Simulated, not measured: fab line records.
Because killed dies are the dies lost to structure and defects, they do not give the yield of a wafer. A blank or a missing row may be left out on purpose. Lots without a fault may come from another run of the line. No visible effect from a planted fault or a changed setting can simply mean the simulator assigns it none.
Which tool did it? | flow sky130 | 10 lots, 30 wafers sampled, at 4 steps of a route of 708

WHAT EACH GAUGE READ, for each wafer
SKY_CAP2M_RS_MEAS_03: measures by four-point-probe.
lot  | measured     | on            | CAP2M_TIN_RS (ohm/sq)
L748 | day 40 17:49 | film-metro-01 | 6.89 6.75 6.90
L749 | day 40 19:16 | film-metro-04 | 6.94 6.84 6.83
L753 | day 42 05:41 | film-metro-01 | 6.88 6.81 6.80
L754 | day 42 10:53 | film-metro-03 | 6.84 6.82 6.82
L755 | day 42 20:52 | film-metro-04 | 6.93 7.03 6.98
L756 | day 43 00:19 | film-metro-04 | 6.78 6.80 6.86
L757 | day 43 15:38 | film-metro-04 | 7.10 6.87 6.88
L761 | day 44 06:30 | film-metro-01 | 6.99 6.23 7.01
L759 | day 44 13:31 | film-metro-03 | 6.99 6.21 7.01
L768 | day 46 09:37 | film-metro-01 | 6.87 6.90 6.92

EACH LOT AND THE TOOL THAT RAN IT (in order: tool; ch and the chambers of the sampled wafers; start)
lot  | SKY_VIA3_SPUTTER_20          | SKY_CAP2M_CVD_00                | SKY_CAP2M_SPUTTER_02
L748 | pvd-sputter-01, day 40 16:47 | pecvd-04 ch 0,1,2, day 40 17:35 | pvd-sputter-01, day 40 17:43
L749 | pvd-sputter-04, day 40 18:16 | pecvd-03 ch 0,1,2, day 40 19:05 | pvd-sputter-01, day 40 19:10
L753 | pvd-sputter-01, day 42 02:44 | pecvd-01 ch 0,1,2, day 42 05:30 | pvd-sputter-03, day 42 05:35
L754 | pvd-sputter-02, day 42 09:41 | pecvd-01 ch 1,2, day 42 10:40   | pvd-sputter-03, day 42 10:44
L755 | pvd-sputter-01, day 42 19:52 | pecvd-04 ch 0,2, day 42 20:41   | pvd-sputter-03, day 42 20:46
L756 | pvd-sputter-04, day 42 23:17 | pecvd-03 ch 0,2, day 43 00:07   | pvd-sputter-01, day 43 00:11
L757 | pvd-sputter-01, day 43 14:37 | pecvd-01 ch 1,2, day 43 15:26   | pvd-sputter-01, day 43 15:31
L761 | pvd-sputter-02, day 44 05:29 | pecvd-03 ch 1,2, day 44 06:19   | pvd-sputter-01, day 44 06:23
L759 | pvd-sputter-02, day 44 12:17 | pecvd-01 ch 0,2, day 44 13:20   | pvd-sputter-01, day 44 13:25
L768 | pvd-sputter-02, day 46 08:36 | pecvd-03 ch 0,1,2, day 46 09:25 | pvd-sputter-03, day 46 09:30
- SKY_VIA3_SPUTTER_20: material TiN, target thk 20 nm, time 80 s.
- SKY_CAP2M_CVD_00: deposits SiO2, target thk 15.5 nm.
- SKY_CAP2M_SPUTTER_02: material TiN, target thk 200 nm, time 166.7 s.

THE ANSWER, worked out from the rows above alone
Rule: usual is defined by the lots themselves. The widest of any qualifying gaps counts: lots, ordered by their means at a reading, are off when they make up no more than a third of the lots, leave a main group of 4 or more, and stand apart from it by 3 or more times the standard deviation of that group's means. A main group whose means are all the same, to the digits that the tables above print for the reading, isn't used. A lot without any number at a reading at which 4 lots or more have one is off too. All remaining lots with rows at the step are treated as sound.
Across all readings shown, no lot is off: no conclusion can be drawn from this.

WHAT WAS PUT IN BY THE SIMULATOR
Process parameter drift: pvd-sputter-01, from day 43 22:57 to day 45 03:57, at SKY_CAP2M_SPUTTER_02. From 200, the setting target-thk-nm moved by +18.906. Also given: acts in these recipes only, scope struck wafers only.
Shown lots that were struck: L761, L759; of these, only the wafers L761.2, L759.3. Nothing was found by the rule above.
